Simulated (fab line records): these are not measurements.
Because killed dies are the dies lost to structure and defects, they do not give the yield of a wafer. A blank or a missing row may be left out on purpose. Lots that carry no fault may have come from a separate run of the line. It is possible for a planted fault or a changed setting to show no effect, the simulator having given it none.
A single fault, viewed from 2 desks    flow gf180mcu    what lay behind the numbers comes last; until then each desk has only its own

## DESK OF THE TOOL OWNER: implanter-01
The tool's own readings at GF_NSD_IMPLANT_10, given as means over the sampled wafers that have a number, one for each lot that went through this tool. Marked OUT: a lot whose mean sits more than 4 standard deviations from the usual mean, which makes it out of limits; the brackets give that distance.
Columns: A = beamOnS at GF_NSD_IMPLANT_10, usual 10.00 s; B = doseIonsCm2 at GF_NSD_IMPLANT_10, usual 5e+14; C = faradayCurrentUA at GF_NSD_IMPLANT_10, usual 2787
lot   first seen here  A                B      C
L872  day 13 22:53     10.23            5e+14  2724
L877  day 15 12:37     9.13 (-4.4) OUT  5e+14  3099 (+5.8) OUT
L879  day 16 08:14     7.55 (-12) OUT   5e+14  3680 (+17) OUT
L880  day 16 15:41     8.96 (-5.2) OUT  5e+14  3177 (+7.2) OUT
L887  day 19 00:57     9.75             5e+14  2859
L891  day 20 08:41     10.17            5e+14  2742
L893  day 21 03:42     9.83             5e+14  2839
L894  day 21 10:58     10.09            5e+14  2759
This desk's verdict: out of limits on L877, L879, L880, starting with L877 at day 15 12:37 (beamOnS at GF_NSD_IMPLANT_10). L872, L887, L891, L893, L894 stayed within limits.

## METROLOGY DESK
Lot by lot, what the gauges showed, no matter which tool ran the lot: averages of those sampled wafers that carry a number. Marked OUT: a lot whose mean sits more than 4 standard deviations from the usual mean, which makes it out of limits; the brackets give that distance.
Columns: A = HV_LDD_CVD_54_THK at GF_HV_LDD_THK_MEAS_55, usual 9.95 nm; B = HV_LDD_CVD_56_THK at GF_HV_LDD_THK_MEAS_57, usual 89.9 nm; C = NSD_RS at GF_PSD_RS_MEAS_14, usual 46.15 ohm/sq
lot   first seen here  A      B     C
L872  day 13 00:18     9.95   91.4  46.09
L877  day 14 12:55     10.01  89.9  46.62 (+5.9) OUT
L879  day 15 08:20     10.12  88.9  47.51 (+17) OUT
L880  day 15 16:02     10.01  89.7  46.78 (+7.9) OUT
L882  day 16 05:33     9.96   89.4  46.07
L885  day 17 05:53     10.08  90.9  46.06
L887  day 17 23:10     9.81   90.6  46.08
L891  day 19 06:21     9.90   88.8  46.19
L892  day 19 20:47     10.08  89.9  46.19
L893  day 20 01:22     9.97   89.0  46.25
L894  day 20 08:19     10.00  88.4  46.23
L895  day 20 14:33     9.92   89.8  46.08
This desk's finding: out of limits on L877, L879, L880; first on L877, day 16 11:31 (NSD_RS at GF_PSD_RS_MEAS_14). L872, L882, L885, L887, L891, L892, L893, L894, L895 stayed within limits.

## BROUGHT TOGETHER
The tool owner's desk had the chance to raise an alarm at day 15 12:37 on L877, L879, L880.
The metrology desk could have raised an alarm at day 16 11:31, on L877, L879, L880.
On implanter-01, each named lot ran GF_NSD_IMPLANT_10.

## WHAT THE SIMULATOR HAD PUT IN
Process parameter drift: implanter-01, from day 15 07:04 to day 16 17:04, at GF_NSD_IMPLANT_10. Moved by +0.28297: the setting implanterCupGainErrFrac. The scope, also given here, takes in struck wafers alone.
Lots struck among those shown: L877, L879, L880.
Fault start to first reading out of limits, in hours, per desk: tool owner, 6; metrology, 28.
